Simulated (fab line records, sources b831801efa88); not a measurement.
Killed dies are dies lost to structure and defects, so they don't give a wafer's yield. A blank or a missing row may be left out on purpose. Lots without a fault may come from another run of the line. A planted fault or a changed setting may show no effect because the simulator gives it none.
Tool commonality check | flow gf180mcu | 13 lots, 39 wafers sampled

WHY IT WAS OPENED
At GF_VT_IMPLANT_TW_MEAS_21 the reading VT_IMPLANT_2_TW is flagged on 2 of 13 lots. Wafers without a fault read 1215, standard deviation 7.4.
Rule: a lot is flagged when every wafer of it that has a number lies more than 4 standard deviations from that mean, or none has a number. The other lots count as sound.

lot  | measured     | on            | VT_IMPLANT_2_TW, wafer by wafer | flag
L553 | day 6 05:35  | film_metro-03 | 1225 1233 1225                  |
L554 | day 6 15:13  | film_metro-03 | 1217 1230 1223                  |
L555 | day 6 19:08  | film_metro-02 | 1212 1212 1206                  |
L556 | day 7 02:20  | film_metro-04 | 1218 1221 1220                  |
L557 | day 7 09:58  | film_metro-02 | 1209 1210 1209                  |
L558 | day 7 15:53  | film_metro-04 | 1222 1222 1223                  |
L560 | day 8 10:31  | film_metro-04 | 1217 1205 1211                  |
L564 | day 9 04:23  | film_metro-03 | 1224 1217 1229                  |
L565 | day 9 16:01  | film_metro-02 | 1210 1215 1208                  |
L566 | day 9 20:34  | film_metro-04 | 1211 1213 1218                  |
L567 | day 10 04:20 | film_metro-04 | 1216 1215 1214                  |
L570 | day 10 21:52 | film_metro-04 | 1133 1139 1133                  | FLAGGED
L572 | day 11 09:36 | film_metro-03 | 1144 1150 1142                  | FLAGGED
The numbers of the flagged lots are 1140 on average: -75 against the usual, or -10 standard deviations.

WHICH TOOL RAN EACH LOT
The record holds 2 process steps before the reading, out of a route of 602 steps. In each cell: the tool, then ch and the chambers that the sampled wafers went through, then the start.
lot  | flag    | GF_MVSD_STRIP_10                    | GF_VT_IMPLANT_IMPLANT_19
L553 |         | plasma_asher-03 ch 0,1, day 4 09:43 | implanter-04 ch 0, day 6 05:20
L554 |         | plasma_asher-01 ch 0,1, day 4 17:31 | implanter-04 ch 0, day 6 14:58
L555 |         | plasma_asher-01 ch 0,1, day 4 21:58 | implanter-03 ch 0, day 6 18:53
L556 |         | plasma_asher-02 ch 0,1, day 5 04:19 | implanter-04 ch 0, day 7 02:06
L557 |         | plasma_asher-01 ch 0,1, day 5 10:46 | implanter-01 ch 0, day 7 09:43
L558 |         | plasma_asher-03 ch 0,1, day 5 16:09 | implanter-03 ch 0, day 7 15:40
L560 |         | plasma_asher-02 ch 0,1, day 6 09:10 | implanter-04 ch 0, day 8 10:16
L564 |         | plasma_asher-02 ch 0,1, day 7 02:30 | implanter-04 ch 0, day 9 04:10
L565 |         | plasma_asher-01 ch 0, day 7 12:16   | implanter-04 ch 0, day 9 15:46
L566 |         | plasma_asher-02 ch 0,1, day 7 16:07 | implanter-03 ch 0, day 9 20:19
L567 |         | plasma_asher-03 ch 0,1, day 8 00:07 | implanter-01 ch 0, day 10 04:05
L570 | FLAGGED | plasma_asher-01 ch 0,1, day 8 16:25 | implanter-04 ch 0, day 10 21:38
L572 | FLAGGED | plasma_asher-03 ch 0,1, day 9 03:15 | implanter-04 ch 0, day 11 09:23
What these steps do:
- GF_MVSD_STRIP_10: strips in O2/N2.
- GF_VT_IMPLANT_IMPLANT_19
- GF_VT_IMPLANT_TW_MEAS_21

FLAGGED OVER TOTAL, TOOL BY TOOL (the gauges that took the reading come last)
step                     | tool            | lots run | flagged | share of the flagged lots | sound lots run after its first flagged lot
GF_MVSD_STRIP_10         | plasma_asher-01 | 5        | 1       | some                      | 0
GF_MVSD_STRIP_10         | plasma_asher-02 | 4        | 0       | none                      | -
GF_MVSD_STRIP_10         | plasma_asher-03 | 4        | 1       | some                      | 0
GF_VT_IMPLANT_IMPLANT_19 | implanter-01    | 2        | 0       | none                      | -
GF_VT_IMPLANT_IMPLANT_19 | implanter-03    | 3        | 0       | none                      | -
GF_VT_IMPLANT_IMPLANT_19 | implanter-04    | 8        | 2       | all                       | 0
GF_VT_IMPLANT_TW_MEAS_21 | film_metro-02   | 3        | 0       | none                      | -
GF_VT_IMPLANT_TW_MEAS_21 | film_metro-03   | 4        | 1       | some                      | 0
GF_VT_IMPLANT_TW_MEAS_21 | film_metro-04   | 6        | 1       | some                      | 0

WHAT THE TABLE ALLOWS
1 row of the table ran every flagged lot: implanter-04 at GF_VT_IMPLANT_IMPLANT_19.
- implanter-04 at GF_VT_IMPLANT_IMPLANT_19: 2 of its 8 lots flagged. Its last sound lot is L565 (day 9 15:46), its first flagged lot L570 (day 10 21:38): a fault that began between those two fits. Its own readings lie more than 4 standard deviations out on every wafer of the flagged lots: dose_ions_cm2, faraday_current_uA.
One tool is left: implanter-04 at GF_VT_IMPLANT_IMPLANT_19.

WHAT THE SIMULATOR HAD PUT IN
Process parameter drift: implanter-04, from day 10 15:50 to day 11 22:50, at GF_VT_IMPLANT_IMPLANT_19. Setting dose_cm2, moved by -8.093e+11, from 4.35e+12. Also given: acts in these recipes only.
Lots struck among those shown: L570, L572. The rule above found the same.
